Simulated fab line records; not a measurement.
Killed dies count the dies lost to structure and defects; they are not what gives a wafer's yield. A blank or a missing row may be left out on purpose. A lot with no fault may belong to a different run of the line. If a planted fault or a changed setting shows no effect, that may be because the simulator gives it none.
Which tool is to blame? || flow gf180mcu || 13 lots with 39 wafers sampled at 2 steps, on a route of 602 steps

== WHAT THE GAUGES SHOWED, per wafer ==
GF_V4_THK_MEAS_03.
{"lot": "L559", "measured": "day 23 10:49", "on": "film_metro-02", "V4_CVD_02_THK (nm)": "861 846 862"}
{"lot": "L563", "measured": "day 24 20:19", "on": "film_metro-03", "V4_CVD_02_THK (nm)": "861 865 863"}
{"lot": "L562", "measured": "day 24 22:19", "on": "film_metro-04", "V4_CVD_02_THK (nm)": "846 869 875"}
{"lot": "L565", "measured": "day 25 14:27", "on": "film_metro-03", "V4_CVD_02_THK (nm)": "839 833 852"}
{"lot": "L566", "measured": "day 25 19:41", "on": "film_metro-04", "V4_CVD_02_THK (nm)": "843 845 860"}
{"lot": "L567", "measured": "day 26 07:48", "on": "film_metro-03", "V4_CVD_02_THK (nm)": "851 858 866"}
{"lot": "L568", "measured": "day 26 14:25", "on": "film_metro-02", "V4_CVD_02_THK (nm)": "842 861 859"}
{"lot": "L569", "measured": "day 26 20:19", "on": "film_metro-04", "V4_CVD_02_THK (nm)": "859 832 858"}
{"lot": "L570", "measured": "day 27 09:07", "on": "film_metro-02", "V4_CVD_02_THK (nm)": "846 864 858"}
{"lot": "L571", "measured": "day 27 14:41", "on": "film_metro-02", "V4_CVD_02_THK (nm)": "839 858 874"}
{"lot": "L574", "measured": "day 28 11:22", "on": "film_metro-03", "V4_CVD_02_THK (nm)": "843 849 862"}
{"lot": "L577", "measured": "day 29 05:17", "on": "film_metro-03", "V4_CVD_02_THK (nm)": "850 855 862"}
{"lot": "L578", "measured": "day 29 10:35", "on": "film_metro-04", "V4_CVD_02_THK (nm)": "851 868 872"}

== TOOL THAT RAN EACH LOT (tool first, then ch and the chambers of the sampled wafers, then the start) ==
{"lot": "L559", "GF_V4_CVD_02": "pecvd-04 ch 0,2, day 23 10:44"}
{"lot": "L563", "GF_V4_CVD_02": "pecvd-04 ch 0,1, day 24 20:15"}
{"lot": "L562", "GF_V4_CVD_02": "pecvd-02 ch 0,1, day 24 22:14"}
{"lot": "L565", "GF_V4_CVD_02": "pecvd-03 ch 0,1,2, day 25 14:23"}
{"lot": "L566", "GF_V4_CVD_02": "pecvd-02 ch 1,2, day 25 19:35"}
{"lot": "L567", "GF_V4_CVD_02": "pecvd-04 ch 0,1, day 26 07:43"}
{"lot": "L568", "GF_V4_CVD_02": "pecvd-02 ch 0,1, day 26 14:19"}
{"lot": "L569", "GF_V4_CVD_02": "pecvd-04 ch 0,1,2, day 26 20:15"}
{"lot": "L570", "GF_V4_CVD_02": "pecvd-02 ch 0,1, day 27 09:01"}
{"lot": "L571", "GF_V4_CVD_02": "pecvd-04 ch 0,1, day 27 14:36"}
{"lot": "L574", "GF_V4_CVD_02": "pecvd-02 ch 1,2, day 28 11:18"}
{"lot": "L577", "GF_V4_CVD_02": "pecvd-02 ch 1,2, day 29 05:13"}
{"lot": "L578", "GF_V4_CVD_02": "pecvd-02 ch 1,2, day 29 10:30"}
- GF_V4_CVD_02: deposits SiO2 from TEOS, target thk 850 nm, time 94.851 s.

== WHAT THE TOOLS THEMSELVES READ (means of the sampled wafers that have a number; where no wafer has one, the mark that the record gives instead) ==
GF_V4_CVD_02.
{"lot": "L559", "tool": "pecvd-04", "heater_power_w (W)": 771}
{"lot": "L563", "tool": "pecvd-04", "heater_power_w (W)": 716}
{"lot": "L562", "tool": "pecvd-02", "heater_power_w (W)": 591}
{"lot": "L565", "tool": "pecvd-03", "heater_power_w (W)": 875}
{"lot": "L566", "tool": "pecvd-02", "heater_power_w (W)": 607}
{"lot": "L567", "tool": "pecvd-04", "heater_power_w (W)": 737}
{"lot": "L568", "tool": "pecvd-02", "heater_power_w (W)": 576}
{"lot": "L569", "tool": "pecvd-04", "heater_power_w (W)": 726}
{"lot": "L570", "tool": "pecvd-02", "heater_power_w (W)": 592}
{"lot": "L571", "tool": "pecvd-04", "heater_power_w (W)": 721}
{"lot": "L574", "tool": "pecvd-02", "heater_power_w (W)": 608}
{"lot": "L577", "tool": "pecvd-02", "heater_power_w (W)": 580}
{"lot": "L578", "tool": "pecvd-02", "heater_power_w (W)": 600}

== THE ANSWER, worked out from the rows above alone ==
Rule: usual is defined by the lots themselves. The widest of any qualifying gaps counts: lots, ordered by their means at a reading, are off when they make up no more than a third of the lots, leave a main group of 4 or more, and stand apart from it by 3 or more times the standard deviation of that group's means. A main group whose means are all the same, to the digits that the tables above print for the reading, isn't used. A lot without any number at a reading at which 4 lots or more have one is off too. The other lots that the step has rows for count as sound. Order of review: gauges by route order, followed by the tools' own readings, for which a lot's mean as printed above is used. At the first step where some lot is off, the reading lying furthest off is the one used; lots without a number count as furthest.
None of the lots is off at any reading shown; this tells nothing.

== WHAT WAS PUT IN BY THE SIMULATOR ==
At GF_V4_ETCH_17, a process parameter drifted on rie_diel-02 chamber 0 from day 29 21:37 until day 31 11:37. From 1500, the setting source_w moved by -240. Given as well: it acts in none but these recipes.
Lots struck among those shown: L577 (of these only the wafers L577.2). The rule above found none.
